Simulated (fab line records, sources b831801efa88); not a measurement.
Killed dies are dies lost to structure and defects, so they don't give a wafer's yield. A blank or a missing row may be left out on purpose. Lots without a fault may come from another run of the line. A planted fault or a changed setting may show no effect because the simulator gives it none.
Chamber matching | flow gf180mcu | GF_V2_CMP_26 on cmp-01: 4 sister chambers
The step polishes, stops on SiO2, t overpolish 15 s, target thk 0 nm. 8 wafers are shown with their chamber, then 7 later ones without.

WAFERS WITH THEIR CHAMBER
wafer  | chamber | motor_current_A (A) | time_to_endpoint_s (s)
L614.6 | 2       | 9.5                 | 87
L615.1 | 3       | 13.3                | 85
L615.5 | 1       | 14.1                | 91
L622.1 | 1       | 13.9                | 93
L622.2 | 0       | 11.4                | 86
L622.6 | 3       | 12.9                | 86
L632.3 | 2       | 9.6                 | 89
L632.5 | 0       | 11.0                | 78

WAFERS WITHOUT THEIR CHAMBER
wafer  | motor_current_A (A) | time_to_endpoint_s (s)
L632.6 | 13.3                | 85
L633.1 | 11.3                | 85
L633.4 | 12.0                | 82
L633.6 | 14.4                | 89
L634.3 | 14.5                | 87
L634.4 | 11.8                | 84
L634.6 | 9.3                 | 94

WHICH CHAMBER EACH WENT THROUGH
wafer  | from the rows above     | in truth
L632.6 | 3                       | 3
L633.1 | 0                       | 0
L633.4 | can't be placed: 0 or 3 | 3
L633.6 | 1                       | 1
L634.3 | 1                       | 1
L634.4 | 0                       | 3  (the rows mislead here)
L634.6 | 2                       | 2
Placed correctly: 5 of 7. Can't be placed from these rows: 1 (the true chamber is among the candidates in 1). Placed wrongly: 1.
How it was worked out, from the rows above alone: a wafer's distance from a chamber is the root of the sum, over the readings, of the square of ((its reading less the chamber's mean) divided by the reading's scatter). The wafer belongs to the nearest chamber; if the next one is less than 2 further off, it can't be placed. A chamber's mean is the mean of its shown wafers. The scatter: the root of (the sum of the squares of (reading less its chamber's mean) over the shown wafers, divided by (wafers less chambers)).
